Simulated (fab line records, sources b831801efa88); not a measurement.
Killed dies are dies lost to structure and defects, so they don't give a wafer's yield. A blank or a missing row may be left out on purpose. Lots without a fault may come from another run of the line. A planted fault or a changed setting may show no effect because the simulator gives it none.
Problem report in the 8D (eight disciplines) form, filled by code | flow gf180mcu | the parts of the form that need people (team, actions taken, sign-off) are left out

1. THE PROBLEM
SAB_CVD_00_THK at GF_SAB_THK_MEAS_01 reads a mean of 81.5 nm on 1 wafer of 1 lot; wafers without a fault read 50.0 nm with a standard deviation of 0.66. That is +48 standard deviations from the usual mean.
First seen on wafer L810.2, day 21 15:14, on film_metro-02. The record holds 39 wafers of 13 lots with a number at this step. Rule for "out", or "out of limits": more than 4 standard deviations from the usual mean. The other wafers with a number count as sound.

2. WHAT IT IS AND WHAT IT IS NOT
question                    | is                | is not
which readings at this step | SAB_CVD_00_THK    | -
which lots                  | L810              | L791, L792, L793, L795, L796, L797, L798, L799, L802, L803, L808, L809
which wafers of those lots  | L810.2            | L810.3, L810.6
read on which gauges        | film_metro-02     | film_metro-03, film_metro-04
when                        | from day 21 15:14 | up to then (38 sound wafers)

3. SUSPECTS, AND WHAT RULES EACH OUT
Counting: a tool at a process step up to the reading stays a suspect if it ran every lot that is out. Sound lots after the first of them don't rule it out here, since some wafers of a struck lot are sound.
- the gauge at GF_SAB_THK_MEAS_01: kept. All the wafers that are out were read on film_metro-02, and no step on other tools shows them out.
- pecvd-04 at GF_SAB_CVD_00 (deposits SiO2 from TEOS, target thk 50 nm, time 4.9302 s): kept. It ran the lot that is out, L810 (day 21 15:12); its last sound lot up to then is L802 (day 18 23:33).
- Within pecvd-04 at GF_SAB_CVD_00: the wafers that are out ran in chamber 2; their sound lot-mates ran in chambers 0, 1.
Left after counting: pecvd-04 at GF_SAB_CVD_00, film_metro-02 at GF_SAB_THK_MEAS_01.

4. THE CAUSE (what the simulator had put in)
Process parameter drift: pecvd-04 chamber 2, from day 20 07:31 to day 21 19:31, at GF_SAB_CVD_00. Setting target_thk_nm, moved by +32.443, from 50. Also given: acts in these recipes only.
Counting left 2 suspects, and this tool is among them.

5. THE CHAIN OF EFFECTS, in route order
Each row: a reading whose mean over the struck wafers that have a number lies more than 3 standard deviations from the usual. Only readings for which the record gives a usual standard deviation are gone through. hours: the time from each lot's start at the first step in this table that gives one to its start at this step, as a median over the lots. sigmas: the change in usual standard deviations.
hours | step               | reading        | usual   | on struck wafers | change | sigmas
0     | GF_SAB_THK_MEAS_01 | SAB_CVD_00_THK | 50.0 nm | 81.5             | +31.5  | +48
Later measuring or inspecting steps at which every struck wafer that the step has a row for has a number for every such reading, and none has moved that far: GF_M1_OVL_MEAS_15, GF_V1_BOW_MEAS_05.

6. WHAT WOULD HAVE CAUGHT IT SOONER
In this record the first reading out of limits at a measuring or inspecting step was taken at day 21 15:14, 32 hours after the fault began at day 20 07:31.
Of the tool readings at GF_SAB_CVD_00 for which the record gives a usual standard deviation, none was out on any struck wafer, so an alarm limit of 4 standard deviations on them would not have fired.
All the lots that are out (1) had begun GF_SAB_CVD_00 on pecvd-04 by day 21 15:14. A hold on the tool at that time would have spared none of them.
